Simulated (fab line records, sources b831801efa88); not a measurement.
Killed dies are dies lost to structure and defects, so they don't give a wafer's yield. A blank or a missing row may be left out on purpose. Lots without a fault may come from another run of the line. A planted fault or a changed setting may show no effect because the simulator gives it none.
A struck lot beside a sound one | flow sky130 | 43 steps out of a route of 708
Sound: wafers L901.1, L901.3, L901.6. Struck: wafers L923.2, L923.3, L923.5. The cause comes at the end.
At each step with rows: each side's tool, then ch and its chambers, then its first start. Under that, the readings that differ: sound wafers | struck wafers | difference of the means | sigmas: that difference in standard deviations of wafers without a fault.
alike: readings whose means differ by less than 2 such deviations, and words and numbers that are the same on both sides. not compared: withheld readings, readings that some wafer has no value for, bounds like >300 that may hide the same value, and numbers for which the record gives no deviation and whose values overlap.
The two part at a step that has a row with sigmas, a row that says differs or no value, or rows on one side only. Numbers that don't overlap but have no deviation are shown without sigmas and don't part them. A reading that every wafer of one side lacks parts them only if that side has two wafers or more.

first, 3 steps without rows for these wafers: SKY_VIA2_CLEAN_18 (cleans in IPA, time 180 s); SKY_VIA2_CLEAN_19 (cleans in O3/DIW); SKY_VIA2_SPUTTER_20 (material TiN, target thk 20 nm, time 80 s).
SKY_VIA2_CVD_21: deposits W, target thk 420 nm, time 126.4 s.
  sound on cvd_w-02 ch 0,1, day 35 22:45; struck on cvd_w-01 ch 0, day 42 15:13
  alike: heater_power_w
  not compared: since_wet_clean_h
SKY_VIA2_RS_MEAS_22: measures by four-point-probe.
  sound on film_metro-01, day 35 22:53; struck on film_metro-03, day 42 15:27
  alike: VIA2_W_RS
SKY_VIA2_THK_MEAS_23: measures by xrf.
  sound on film_metro-01, day 35 23:01; struck on film_metro-03, day 42 15:34
  alike: VIA2_W_THK
then, 2 steps without rows for these wafers: SKY_VIA2_CMP_24 (polishes, stops on SiO2, t overpolish 20 s, target thk 0 nm); SKY_METAL3_SPUTTER_00 (material Ti, target thk 15 nm, time 10 s).
SKY_METAL3_SPUTTER_01: material TiN, target thk 20 nm, time 16.7 s.
  sound on pvd_sputter-03, day 35 23:23; struck on pvd_sputter-01, day 42 15:58
  alike: throttle_valve_pct
then, 1 step without rows for these wafers: SKY_METAL3_SPUTTER_02 (material AlCu, target thk 735 nm, time 39.1 s).
SKY_METAL3_SPUTTER_03: material Ti, target thk 5 nm, time 3.3 s.
  sound on pvd_sputter-03, day 35 23:27; struck on pvd_sputter-01, day 42 16:02
  alike: throttle_valve_pct
then, 1 step without rows for these wafers: SKY_METAL3_SPUTTER_04 (material TiN, target thk 70 nm, time 58.3 s).
SKY_CAPM_CVD_00: deposits SiO2, target thk 15.5 nm.
  sound on pecvd-03 ch 0,1, day 35 23:31; struck on pecvd-04 ch 1,2, day 42 16:06
  alike: heater_power_w
SKY_CAPM_THK_MEAS_01:
  sound on film_metro-01, day 35 23:32; struck on film_metro-01, day 42 16:08
  reading              | sound             | struck            | difference | sigmas
  CAPM_CVD_00_THK (nm) | 15.74 16.02 15.94 | 15.14 15.40 15.44 | -0.57      | -2
then, 1 step without rows for these wafers: SKY_CAPM_SPUTTER_02 (material TiN, target thk 200 nm, time 166.7 s).
SKY_CAPM_RS_MEAS_03: measures by four-point-probe.
  sound on film_metro-03, day 35 23:43; struck on film_metro-01, day 42 16:19
  alike: CAPM_TIN_RS
SKY_CAPM_THK_MEAS_04: measures by xrf.
  sound on film_metro-03, day 35 23:50; struck on film_metro-01, day 42 16:25
  alike: CAPM_TIN_THK
then, 7 steps without rows for these wafers: SKY_CAPM_DEHYDRATE_05 (time 60 s); SKY_CAPM_HMDS_06 (prime time 60 s); SKY_CAPM_COAT_07 (resist thk 1140 nm); SKY_CAPM_SOFTBAKE_08 (time 60 s); SKY_CAPM_EXPOSE_09 (exposes mask CAPM, target cd 1000 nm); SKY_CAPM_PEB_10; SKY_CAPM_DEVELOP_11 (develop time 60 s).
SKY_CAPM_OVL_MEAS_12:
  sound on overlay-01, day 37 00:46; struck on overlay-02, day 43 15:08
  alike: CAPM_OVL
SKY_CAPM_METAL_ETCH_13: etches TiN in Cl2/BCl3, stops on SiO2, target depth 220 nm, time 62.9 s.
  sound on rie_metal-01 ch 0, day 37 00:49; struck on rie_metal-02 ch 0,1, day 43 15:10
  alike: drypump_motor_current_A, oes_product_au, throttle_valve_pct
  not compared: rf_hours_counter_h
then, 12 steps without rows for these wafers: SKY_CAPM_STRIP_14 (strips in O2/N2); SKY_CAPM_STRIP_15 (strips in post etch residue remover, time 1200 s); SKY_CAPM_CLEAN_16 (cleans in IPA, time 180 s); SKY_CAPM_CLEAN_17 (cleans in O3/DIW); SKY_METAL3_DEHYDRATE_05 (time 60 s); SKY_METAL3_HMDS_06 (prime time 60 s); SKY_METAL3_COAT_07 (resist thk 60 nm); SKY_METAL3_COAT_08 (resist thk 1140 nm); SKY_METAL3_SOFTBAKE_09 (time 90 s); SKY_METAL3_EXPOSE_10 (exposes mask MM3, target cd 300 nm); SKY_METAL3_PEB_11; SKY_METAL3_DEVELOP_12 (develop time 60 s).
SKY_METAL3_CD_MEAS_13: target cd 300 nm.
  sound on cd_sem-02, day 38 03:18; struck on cd_sem-02, day 44 14:13
  alike: cd_nm
SKY_METAL3_OVL_MEAS_14:
  sound on overlay-01, day 38 03:25; struck on overlay-02, day 44 14:20
  alike: METAL3_OVL
then, 1 step without rows for these wafers: SKY_METAL3_DESCUM_15 (chemistry O2, time 8 s).
SKY_METAL3_ETCH_16: etches BARC in N2/H2, stops on SiO2, time 88.2 s, target depth 60 nm.
  sound on rie_metal-04 ch 1, day 38 03:29; struck on rie_metal-02 ch 0,1, day 44 14:23
  reading                     | sound       | struck      | difference | sigmas
  drypump_motor_current_A (A) | 6.4 6.4 6.4 | 5.3 5.3 5.6 | -1.0       | -3
  alike: oes_product_au, throttle_valve_pct
  not compared: rf_hours_counter_h
-- the record jumps here: 6 days lie between the struck wafers' starts before and after (it left off in module METAL3 and takes up again in module PAD_OPEN, whose first step shown is number 708 of the route) --
SKY_PAD_OPEN_PROBE_99:
  sound on prober-02, day 45 09:23; struck on prober-02, day 50 13:20
  reading                               | sound              | struck            | difference | sigmas
  defect_limited_yield (%)              | 83.5 86.2 82.7     | 77.0 72.6 76.0    | -8.9       | -5
  killed_at_other                       | 0 0 1              | 37 46 46          | +43        | +79
  killed_dies                           | 81 68 85           | 113 135 118       | +44        | +5
  sort_bin_3_pad_short (%)              | 0.6 0.8 0.8        | 1.6 2.4 2.2       | +1.3       | +3
  sort_bin_5_function (%)               | 9.3 8.5 11.0       | 14.6 16.7 14.4    | +5.6       | +4
  sort_n_pass                           | 411 424 407        | 379 357 374       | -44        | -5
  sort_yield_pct (%)                    | 83.5 86.2 82.7     | 77.0 72.6 76.0    | -8.9       | -5
  model.etest.tester.sort_n_pass        | 411 424 407        | 379 357 374       | -44        |
  model.etest.tester.sort_yield_pct (%) | 83.54 86.18 82.72  | 77.03 72.56 76.02 | -8.94      |
  model.etest.tester.sort_bin_5_pct (%) | 9.35 8.537 10.98   | 14.63 16.67 14.43 | +5.62      |
  model.etest.tester.sort_bin_3_pct (%) | 0.6098 0.813 0.813 | 1.626 2.439 2.236 | +1.355     |
  alike: killed_at_M0_to_M3, killed_at_M4_up, killed_at_contacts, killed_at_front_end, killed_open, killed_short, sort_bin_6_memory

WHERE THEY PART
First at SKY_CAPM_THK_MEAS_01; last, within this record, at SKY_PAD_OPEN_PROBE_99.

WHY: what the simulator had put in
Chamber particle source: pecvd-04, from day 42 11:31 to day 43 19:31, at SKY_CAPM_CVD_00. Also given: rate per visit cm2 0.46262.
